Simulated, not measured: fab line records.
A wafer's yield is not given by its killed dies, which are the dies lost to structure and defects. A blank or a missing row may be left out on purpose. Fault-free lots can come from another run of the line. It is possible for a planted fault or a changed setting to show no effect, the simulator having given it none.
Problem report, 8D (eight disciplines) form, completed by code | flow gf180mcu | the parts of the form that need people (team, actions taken, sign-off) are left out

== 1. WHAT WENT WRONG ==
Mean of runLengthS at GF_M4_METAL_ETCH_16: 123.8 s across 5 wafers in 2 lots; on wafers with no fault it is 132.8 s (standard deviation 0.5). That puts it -18 standard deviations away from the usual mean.
The step: etches the open film in Cl2/BCl3, stops on SiO2, target depth 627.5 nm, time 104.6 s.
Seen first at day 27 17:22 on rieMetal-04, wafer L575.1. The record holds 36 wafers of 12 lots with a number at this step. Rule for "out" (also "out of limits"): further than 4 standard deviations from the usual mean. The rest of the wafers with a number are treated as sound.

== 2. WHAT IT IS; WHAT IT IS NOT ==
question                    | is                                     | is not
which readings at this step | runLengthS                             | bcl3FlowSccm, drypumpMotorCurrentA
which lots                  | L575, L577                             | L569, L571, L572, L576, L583, L585, L587, L588, L590, L591
which wafers of those lots  | L575.1, L575.2, L577.1, L577.2, L577.4 | L575.5
read on which tools         | rieMetal-04                            | rieMetal-01, rieMetal-03
when                        | from day 27 17:22                      | up to then (10 sound wafers); but 21 sound wafers of L576, L583, L585, L587, L588, L590, L591 came after

== 3. WHAT RULES OUT EACH SUSPECT ==
Counting: any tool at a process step up to the reading remains a suspect provided it ran every lot that is out. Sound lots after the first of them don't rule it out here, since some wafers of a struck lot are sound.
- rieMetal-04 at GF_M4_METAL_ETCH_16 (etches the open film in Cl2/BCl3, stops on SiO2, target depth 627.5 nm, time 104.6 s): kept. Ran every lot that is out, first one L575 (day 27 17:22); last sound lot up to then L572 (day 26 18:22). Its own runLengthS readings are out on those wafers.
Remaining after the count: rieMetal-04 at GF_M4_METAL_ETCH_16.

== 4. THE CAUSE (what the simulator had put in) ==
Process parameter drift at GF_M4_METAL_ETCH_16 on rieMetal-04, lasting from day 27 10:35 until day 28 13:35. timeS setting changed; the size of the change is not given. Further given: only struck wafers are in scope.
Counting left only this tool.

== 5. THE EFFECT CHAIN, in route order ==
Each row: a reading where the mean over the struck wafers with a number is more than 3 standard deviations away from the usual. Readings are gone through only where the record gives a usual standard deviation; hours: the median, over the lots, of the time from a lot's start at the first step in this table giving one to that lot's start at this step; sigmas: the change measured in usual standard deviations.
hours | step                | reading              | usual      | on struck wafers | change | sigmas
0     | GF_M4_METAL_ETCH_16 | oesProductAu         | 0.971 a.u. | 1.003            | +0.032 | +4.2
0     | GF_M4_METAL_ETCH_16 | runLengthS           | 132.8 s    | 123.8            | -9.0   | -18
0     | GF_M4_METAL_ETCH_16 | throttleValvePct     | 28.251 %   | 28.216           | -0.035 | -3.1
0     | GF_M4_STRIP_17      | stripTimeToEndpointS | 7.64 s     | 7.87             | +0.23  | +5.3
Its process steps:
- GF_M4_METAL_ETCH_16: etches the open film in Cl2/BCl3, stops on SiO2, target depth 627.5 nm, time 104.6 s.
- GF_M4_STRIP_17: strips in O2/N2.
Readings that are blank on the struck wafers while sound wafers have them: biasW at GF_M4_METAL_ETCH_16.
Later measuring or inspecting steps at which every struck wafer that the step has a row for has a number for every such reading, and none has moved that far: GF_V4_THK_MEAS_03.

== 6. HOW IT WOULD HAVE BEEN CAUGHT EARLIER ==
First out-of-limits reading in this record: day 27 17:22, which is 7 hours after fault onset at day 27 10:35.
